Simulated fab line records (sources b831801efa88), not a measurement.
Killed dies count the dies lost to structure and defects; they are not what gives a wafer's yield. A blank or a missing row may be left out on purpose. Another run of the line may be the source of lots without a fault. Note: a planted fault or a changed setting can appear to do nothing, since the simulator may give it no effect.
Which tool is to blame? / flow gf180mcu / Sampling: 13 lots, 39 wafers, 3 of 602 route steps

## WHAT EACH GAUGE READ, for each wafer
GF_V5_CD_MEAS_14: target cd 260 nm.
lot=L755; measured=day 27 10:36; on=cd_sem-02; cd_nm (nm)=260.9 260.4 260.6
lot=L756; measured=day 27 16:18; on=cd_sem-02; cd_nm (nm)=259.0 260.1 258.3
lot=L758; measured=day 28 09:10; on=cd_sem-01; cd_nm (nm)=259.9 259.6 259.2
lot=L759; measured=day 28 15:10; on=cd_sem-01; cd_nm (nm)=259.2 258.3 258.3
lot=L760; measured=day 28 17:43; on=cd_sem-02; cd_nm (nm)=260.9 260.9 260.0
lot=L761; measured=day 29 06:49; on=cd_sem-01; cd_nm (nm)=259.5 260.0 259.9
lot=L763; measured=day 29 20:09; on=cd_sem-02; cd_nm (nm)=261.2 260.7 260.5
lot=L767; measured=day 30 23:56; on=cd_sem-02; cd_nm (nm)=259.9 259.6 261.1
lot=L768; measured=day 31 03:06; on=cd_sem-02; cd_nm (nm)=261.6 261.1 260.6
lot=L769; measured=day 31 11:10; on=cd_sem-02; cd_nm (nm)=260.1 259.2 259.0
lot=L770; measured=day 31 15:56; on=cd_sem-01; cd_nm (nm)=260.0 260.5 259.8
lot=L776; measured=day 33 04:06; on=cd_sem-01; cd_nm (nm)=258.6 258.8 258.7
lot=L778; measured=day 33 15:08; on=cd_sem-01; cd_nm (nm)=259.1 257.7 258.7

## TOOL THAT RAN EACH LOT (tool first, then ch and the chambers of the sampled wafers, then the start)
lot=L755; GF_V2_CVD_02=pecvd-02 ch 1,2, day 19 11:09; GF_V5_CVD_02=pecvd-03 ch 0,1, day 26 13:04
lot=L756; GF_V2_CVD_02=pecvd-01 ch 1,2, day 19 22:06; GF_V5_CVD_02=pecvd-02 ch 0,1, day 26 20:14
lot=L758; GF_V2_CVD_02=pecvd-03 ch 1,2, day 20 15:42; GF_V5_CVD_02=pecvd-02 ch 0,1, day 27 12:06
lot=L759; GF_V2_CVD_02=pecvd-01 ch 0,2, day 21 00:07; GF_V5_CVD_02=pecvd-03 ch 0,2, day 27 18:16
lot=L760; GF_V2_CVD_02=pecvd-03 ch 0,1,2, day 21 01:37; GF_V5_CVD_02=pecvd-02 ch 0,1,2, day 27 21:20
lot=L761; GF_V2_CVD_02=pecvd-01 ch 0,1,2, day 21 16:29; GF_V5_CVD_02=pecvd-03 ch 0,2, day 28 10:18
lot=L763; GF_V2_CVD_02=pecvd-03 ch 0,1,2, day 22 10:28; GF_V5_CVD_02=pecvd-02 ch 0,1,2, day 29 00:47
lot=L767; GF_V2_CVD_02=pecvd-02 ch 1,2, day 23 19:32; GF_V5_CVD_02=pecvd-02 ch 0,2, day 30 05:05
lot=L768; GF_V2_CVD_02=pecvd-01 ch 0,1,2, day 24 00:13; GF_V5_CVD_02=pecvd-01 ch 0,1,2, day 30 08:32
lot=L769; GF_V2_CVD_02=pecvd-01 ch 0,1, day 24 09:28; GF_V5_CVD_02=pecvd-01 ch 1,2, day 30 16:51
lot=L770; GF_V2_CVD_02=pecvd-03 ch 0,1, day 24 16:11; GF_V5_CVD_02=pecvd-01 ch 0,1,2, day 30 21:32
lot=L776; GF_V2_CVD_02=pecvd-02 ch 0,2, day 26 13:03; GF_V5_CVD_02=pecvd-01 ch 0,1,2, day 32 11:35
lot=L778; GF_V2_CVD_02=pecvd-03 ch 0,2, day 27 02:57; GF_V5_CVD_02=pecvd-03 ch 1,2, day 32 22:32
- GF_V2_CVD_02: deposits SiO2 from TEOS, target thk 850 nm, time 94.851 s.
- GF_V5_CVD_02: deposits SiO2 from TEOS, target thk 1450 nm, time 163.28 s.

## AS READ BY THE TOOLS THEMSELVES (means over the sampled wafers that have a number; for cases with no such wafer, the mark the record gives instead)
GF_V2_CVD_02.
lot=L755; tool=pecvd-02; heater_power_w (W)=585; susceptor_temp_C (C)=400.01
lot=L756; tool=pecvd-01; heater_power_w (W)=657; susceptor_temp_C (C)=399.93
lot=L758; tool=pecvd-03; heater_power_w (W)=596; susceptor_temp_C (C)=400.32
lot=L759; tool=pecvd-01; heater_power_w (W)=566; susceptor_temp_C (C)=400.10
lot=L760; tool=pecvd-03; heater_power_w (W)=595; susceptor_temp_C (C)=399.96
lot=L761; tool=pecvd-01; heater_power_w (W)=637; susceptor_temp_C (C)=400.12
lot=L763; tool=pecvd-03; heater_power_w (W)=601; susceptor_temp_C (C)=399.88
lot=L767; tool=pecvd-02; heater_power_w (W)=671; susceptor_temp_C (C)=399.97
lot=L768; tool=pecvd-01; heater_power_w (W)=557; susceptor_temp_C (C)=399.82
lot=L769; tool=pecvd-01; heater_power_w (W)=623; susceptor_temp_C (C)=400.02
lot=L770; tool=pecvd-03; heater_power_w (W)=658; susceptor_temp_C (C)=400.05
lot=L776; tool=pecvd-02; heater_power_w (W)=637; susceptor_temp_C (C)=399.84
lot=L778; tool=pecvd-03; heater_power_w (W)=594; susceptor_temp_C (C)=400.07

GF_V5_CVD_02.
lot=L755; tool=pecvd-03; heater_power_w (W)=639; susceptor_temp_C (C)=399.93
lot=L756; tool=pecvd-02; heater_power_w (W)=549; susceptor_temp_C (C)=399.85
lot=L758; tool=pecvd-02; heater_power_w (W)=547; susceptor_temp_C (C)=399.89
lot=L759; tool=pecvd-03; heater_power_w (W)=598; susceptor_temp_C (C)=399.69
lot=L760; tool=pecvd-02; heater_power_w (W)=641; susceptor_temp_C (C)=400.08
lot=L761; tool=pecvd-03; heater_power_w (W)=590; susceptor_temp_C (C)=400.05
lot=L763; tool=pecvd-02; heater_power_w (W)=612; susceptor_temp_C (C)=400.08
lot=L767; tool=pecvd-02; heater_power_w (W)=634; susceptor_temp_C (C)=399.69
lot=L768; tool=pecvd-01; heater_power_w (W)=638; susceptor_temp_C (C)=400.08
lot=L769; tool=pecvd-01; heater_power_w (W)=654; susceptor_temp_C (C)=399.86
lot=L770; tool=pecvd-01; heater_power_w (W)=553; susceptor_temp_C (C)=399.90
lot=L776; tool=pecvd-01; heater_power_w (W)=589; susceptor_temp_C (C)=400.01
lot=L778; tool=pecvd-03; heater_power_w (W)=540; susceptor_temp_C (C)=400.13

## THE ANSWER, worked out from the rows above alone
Rule: what is usual is taken from the lots themselves. The widest of any qualifying gaps counts: lots, ordered by their means at a reading, are off when they make up no more than a third of the lots, leave a main group of 4 or more, and stand apart from it by 3 or more times the standard deviation of that group's means. The tables above print the reading to a certain number of digits; a main group whose means all agree to those digits is not used. A lot without any number at a reading at which 4 lots or more have one is off too. Any other lot the step has rows for is counted as sound. After the gauges, taken in route order, come the tools' own readings; for these a lot's mean is taken, as printed above. The first step at which some lot is off is used, and at that step the reading that is off furthest; a lot without a number counts as furthest.
No lot is off on any of the readings shown, so nothing can be concluded from this.

## WHAT HAD BEEN PUT IN BY THE SIMULATOR
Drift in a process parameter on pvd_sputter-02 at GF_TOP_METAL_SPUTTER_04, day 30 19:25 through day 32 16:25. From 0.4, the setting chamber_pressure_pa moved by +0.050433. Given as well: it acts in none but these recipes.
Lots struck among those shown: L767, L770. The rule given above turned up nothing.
